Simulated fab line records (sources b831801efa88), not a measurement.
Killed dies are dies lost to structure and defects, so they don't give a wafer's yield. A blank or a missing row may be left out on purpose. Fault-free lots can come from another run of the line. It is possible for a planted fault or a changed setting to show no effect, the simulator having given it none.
Comparing a struck lot with a sound one	flow sky130	17 steps out of a route of 708
Sound: the wafers L771.3, L771.4, L771.6. The struck wafers were L790.2, L790.3, L790.6. Last of all comes the cause.
For every step that has rows: the tool of each side, followed by ch and its chambers, followed by its first start. Under that, the readings that differ: sound wafers	struck wafers	difference of the means	sigmas: that difference in standard deviations of wafers without a fault.
alike: a reading whose means differ by less than 2 such deviations, as well as words and numbers matching on both sides. not compared: withheld readings; readings where some wafer has no value; bounds like >300 that might hide an equal value; numbers whose values overlap and for which the record gives no deviation.
A row with sigmas, a row that says differs or no value, or rows on one side alone: a step with any of these is where the two part. Numbers that have no deviation but don't overlap get no sigmas and don't part them. Lack of a reading on every wafer of one side parts them only where that side has two or more wafers.

first, 1 step without rows for these wafers: SKY_LDD_N_IMPLANT_15.
SKY_LDD_N_STRIP_16: strips in O2/N2.
  sound on plasmaAsher-03 ch 0,1, day 19 09:50; struck on plasmaAsher-02 ch 0,1, day 25 22:18
  alike: drypumpMotorCurrentA, oesProductAu, stripTimeToEndpointS
  not compared: rfHoursCounterH
SKY_LDD_N_TW_MEAS_17:
  sound on filmMetro-03, day 19 09:55; struck on filmMetro-03, day 25 22:25
  alike: LDD_N_TW
then, 7 steps without rows for these wafers: SKY_LDD_P_DEHYDRATE_00 (time 60 s); SKY_LDD_P_HMDS_01 (prime time 60 s); SKY_LDD_P_COAT_02 (resist thk 1140 nm); SKY_LDD_P_SOFTBAKE_03 (time 60 s); SKY_LDD_P_EXPOSE_04 (exposes mask PSDM, target cd 380 nm); SKY_LDD_P_PEB_05; SKY_LDD_P_DEVELOP_06 (develop time 60 s).
SKY_LDD_P_CD_MEAS_07 targets a cd of 380 nm.
  sound on cdSem-01, day 20 17:31; struck on cdSem-02, day 27 03:29
  alike: cdNm
SKY_LDD_P_OVL_MEAS_08:
  sound on overlay-01, day 20 17:36; struck on overlay-01, day 27 03:35
  alike: LDD_P_OVL
SKY_LDD_P_IMPLANT_09:
  sound on implanter-03 ch 0, day 20 17:40; struck on implanter-04 ch 0, day 27 03:58
SKY_LDD_P_STRIP_10: strips in O2/N2.
  sound on plasmaAsher-03 ch 0,1, day 20 17:49; struck on plasmaAsher-02 ch 0,1, day 27 04:05
  alike: drypumpMotorCurrentA, oesProductAu, stripTimeToEndpointS
  not compared: rfHoursCounterH
SKY_LDD_P_TW_MEAS_11:
  sound on filmMetro-02, day 20 17:53; struck on filmMetro-02, day 27 04:26
reading	sound	struck	difference	sigmas
LDD_P_TW	647 641 647	799 799 805	+156	+31
then, 1 step without rows for these wafers: SKY_LDD_HVN_DEHYDRATE_00 (time 60 s).
-- a jump in the record: the struck wafers' starts before and after are 24 days apart (it breaks off in module LDD_HVN and resumes in module PAD_OPEN, where the first step shown is number 708 of the route) --
SKY_PAD_OPEN_PROBE_99:
  sound on prober-02, day 46 23:56; struck on prober-02, day 50 21:03
reading	sound	struck	difference	sigmas
model.etest.tipP.rsOhmSq	6826 6736 6875	3985 3951	-2844	
model.etest.pfet_01v8.rOnOhmUm	2872 2861 2954	2702 2647	-221	
model.etest.pfet_01v8.driveUaUm	193.5 196.7 190.1	210.8 217.2	+20.6	
model.etest.pfet_01v8_hvt.driveUaUm	143 145.5 140.1	158 163.8	+18	
model.etest.sramPfetLatch.driveUaUm	145.4 146.8 140.3	159.8 158.2	+14.8	
model.etest.pfet_01v8_mvt.driveUaUm	153.9 152.8 150.7	161 161	+9	
model.etest.pfet_01v8_lvt.driveUaUm	172.2 173 169.6	180.8 180	+8.8	
model.etest.pfet_01v8.offLog10AUm	-9.812 -9.531 -9.972	-8.711 -8.333	+1.250	
  alike: killed_at_M0_to_M3, killed_at_M4_up, killedAtContacts, killedAtFrontEnd, killedAtOther, killedDies, killedOpen, killedShort

WHERE THEY PART
SKY_LDD_P_TW_MEAS_11 only, going by this record. Later steps at which nothing parts them and some readings are alike: SKY_PAD_OPEN_PROBE_99.

WHY: the cause the simulator had injected
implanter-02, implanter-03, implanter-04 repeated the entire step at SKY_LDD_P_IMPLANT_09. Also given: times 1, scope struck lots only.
